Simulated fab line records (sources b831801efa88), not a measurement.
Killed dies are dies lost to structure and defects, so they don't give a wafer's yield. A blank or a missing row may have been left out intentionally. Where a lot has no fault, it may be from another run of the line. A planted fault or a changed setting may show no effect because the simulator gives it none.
Problem report in the 8D (eight disciplines) form, filled by code	flow sky130	the parts of the form that need people (team, actions taken, sign-off) are left out

1. THE ISSUE
Mean CONTACT_CVD_00_THK at SKY_CONTACT_THK_MEAS_01: 37.4 nm over 3 wafers in 3 lots; fault-free wafers: 74.9 nm, standard deviation 0.88. That is -43 standard deviations from the usual mean.
The first sign was on wafer L642.6 at day 34 15:20, on film-metro-02. The record has a number at this step for 34 wafers belonging to 12 lots. Rule for "out", or "out of limits": more than 4 standard deviations from the usual mean. Any other wafer with a number is counted as sound.

2. WHAT IT IS, AND WHAT IT ISN'T
question	is	is not
which readings at this step	CONTACT_CVD_00_THK	-
which lots	L642, L643, L645	L630, L631, L634, L636, L637, L638, L648, L651, L652
which wafers of those lots	L642.6, L643.6, L645.6	L642.1, L642.3, L643.5, L645.5
read on which gauges	film-metro-01, film-metro-02	film-metro-04
when	from day 34 15:20	up to then (20 sound wafers); but 11 sound wafers of L643, L645, L648, L651, L652 came after

3. SUSPECTS, AND WHAT RULES EACH OUT
Counting: any tool at a process step up to the reading remains a suspect provided it ran every lot that is out. Sound lots after the first of them don't rule it out here, since some wafers of a struck lot are sound.
- the gauge at SKY_CONTACT_THK_MEAS_01 is ruled out. Those wafers that are out were read across 2 gauges (film-metro-01, film-metro-02).
- pecvd-03 at SKY_CONTACT_CVD_00 (deposits Si3N4, target thk 75 nm): kept. Ran every lot that is out, first one L642 (day 34 15:18); last sound lot up to then L637 (day 33 04:06).
After counting, what remains is pecvd-03 at SKY_CONTACT_CVD_00.

4. THE CAUSE (what the simulator had put in)
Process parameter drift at SKY_CONTACT_CVD_00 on pecvd-03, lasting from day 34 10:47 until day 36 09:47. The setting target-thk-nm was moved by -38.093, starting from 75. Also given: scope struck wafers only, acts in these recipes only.
The count eliminated every tool but this one.

5. THE EFFECT CHAIN, in route order
Each row: a reading where the mean over the struck wafers with a number is more than 3 standard deviations away from the usual. Scope: only readings with a usual standard deviation given in the record; hours: median across lots of the time from each lot's start at the first step in this table that gives one to its start at this step; sigmas: change in usual standard deviations.
hours	step	reading	usual	on struck wafers	change	sigmas
0	SKY_CONTACT_THK_MEAS_01	CONTACT_CVD_00_THK	74.9 nm	37.4	-37.5	-43
-	SKY_CONTACT_ETCH_18	oes-product-au	0.854 a.u.	0.613	-0.241	-33
-	SKY_CONTACT_ETCH_18	throttle-valve-pct	8.793 %	8.737	-0.056	-5.9
Here are the process steps it includes:
- SKY_CONTACT_ETCH_18: etches Si3N4 in CHF3/O2, stops on TiN, time 39 s, target depth 75 nm.

6. HOW IT WOULD HAVE BEEN CAUGHT EARLIER
In this record the first reading out of limits at a measuring or inspecting step was taken at day 34 15:20, 5 hours after the fault began at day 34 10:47.
An alarm limit of 4 standard deviations would not have fired on the tool readings at SKY_CONTACT_CVD_00 for which the record gives a usual standard deviation, since none of them was out on any struck wafer.
L643, L645, from the lots that are out (3), started SKY_CONTACT_CVD_00 on pecvd-03 later than day 34 15:20. A hold on the tool at that time would have spared those 2.
